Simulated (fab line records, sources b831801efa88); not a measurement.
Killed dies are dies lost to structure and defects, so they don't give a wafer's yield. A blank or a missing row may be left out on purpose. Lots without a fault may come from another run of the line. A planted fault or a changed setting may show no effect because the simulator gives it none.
Problem report in the 8D (eight disciplines) form, filled by code | flow sky130 | the parts of the form that need people (team, actions taken, sign-off) are left out

1. THE PROBLEM
oes_product_au at SKY_METAL3_METAL_ETCH_18 reads a mean of 0.902 a.u. on 1 wafer of 1 lot; wafers without a fault read 0.865 a.u. with a standard deviation of 0.0058. That is +6.4 standard deviations from the usual mean.
The step: etches the open film in Cl2/BCl3, stops on SiO2, target depth 845 nm, time 183.1 s.
First seen on wafer L157.6, day 44 03:23, on rie_metal-01. The record holds 33 wafers of 11 lots with a number at this step. Rule for "out", or "out of limits": more than 4 standard deviations from the usual mean. The other wafers with a number count as sound.

2. WHAT IT IS AND WHAT IT IS NOT
question                    | is                | is not
which readings at this step | oes_product_au    | drypump_motor_current_A, throttle_valve_pct
which lots                  | L157              | L139, L140, L143, L144, L146, L147, L148, L150, L159, L160
which wafers of those lots  | L157.6            | L157.1, L157.2
read on which tools         | rie_metal-01      | rie_metal-03, rie_metal-04
when                        | from day 44 03:23 | up to then (26 sound wafers); but 6 sound wafers of L159, L160 came after

3. SUSPECTS, AND WHAT RULES EACH OUT
Counting: a tool at a process step up to the reading stays a suspect if it ran every lot that is out. Sound lots after the first of them don't rule it out here, since some wafers of a struck lot are sound.
- pvd_sputter-01 at SKY_METAL3_SPUTTER_04 (material TiN, target thk 70 nm, time 58.3 s): kept. It ran the lot that is out, L157 (day 42 04:55); its last sound lot up to then is L150 (day 40 05:47).
- rie_metal-01 at SKY_METAL3_METAL_ETCH_18 (etches the open film in Cl2/BCl3, stops on SiO2, target depth 845 nm, time 183.1 s): kept. It ran the lot that is out, L157 (day 44 03:23); its last sound lot up to then is L150 (day 42 05:15). Its own readings are out on those wafers: oes_product_au.
Left after counting: pvd_sputter-01 at SKY_METAL3_SPUTTER_04, rie_metal-01 at SKY_METAL3_METAL_ETCH_18.

4. THE CAUSE (what the simulator had put in)
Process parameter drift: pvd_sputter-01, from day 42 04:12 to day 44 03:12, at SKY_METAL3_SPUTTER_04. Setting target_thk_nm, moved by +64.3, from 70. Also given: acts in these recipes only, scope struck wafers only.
Counting left 2 suspects, and this tool is among them.

5. THE CHAIN OF EFFECTS, in route order
Each row: a reading whose mean over the struck wafers that have a number lies more than 3 standard deviations from the usual. Only readings for which the record gives a usual standard deviation are gone through. hours: the time from each lot's start at the first step in this table that gives one to its start at this step, as a median over the lots. sigmas: the change in usual standard deviations.
hours | step                     | reading        | usual      | on struck wafers | change | sigmas
0     | SKY_METAL3_METAL_ETCH_18 | oes_product_au | 0.865 a.u. | 0.902            | +0.037 | +6.4
The process steps in it:
- SKY_METAL3_METAL_ETCH_18: etches the open film in Cl2/BCl3, stops on SiO2, target depth 845 nm, time 183.1 s.

6. WHAT WOULD HAVE CAUGHT IT SOONER
In this record the first reading out of limits was taken at day 44 03:23, 47 hours after the fault began at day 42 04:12.
Of the tool readings at SKY_METAL3_SPUTTER_04 for which the record gives a usual standard deviation, none was out on any struck wafer, so an alarm limit of 4 standard deviations on them would not have fired.
All the lots that are out (1) had begun SKY_METAL3_SPUTTER_04 on pvd_sputter-01 by day 44 03:23. A hold on the tool at that time would have spared none of them.
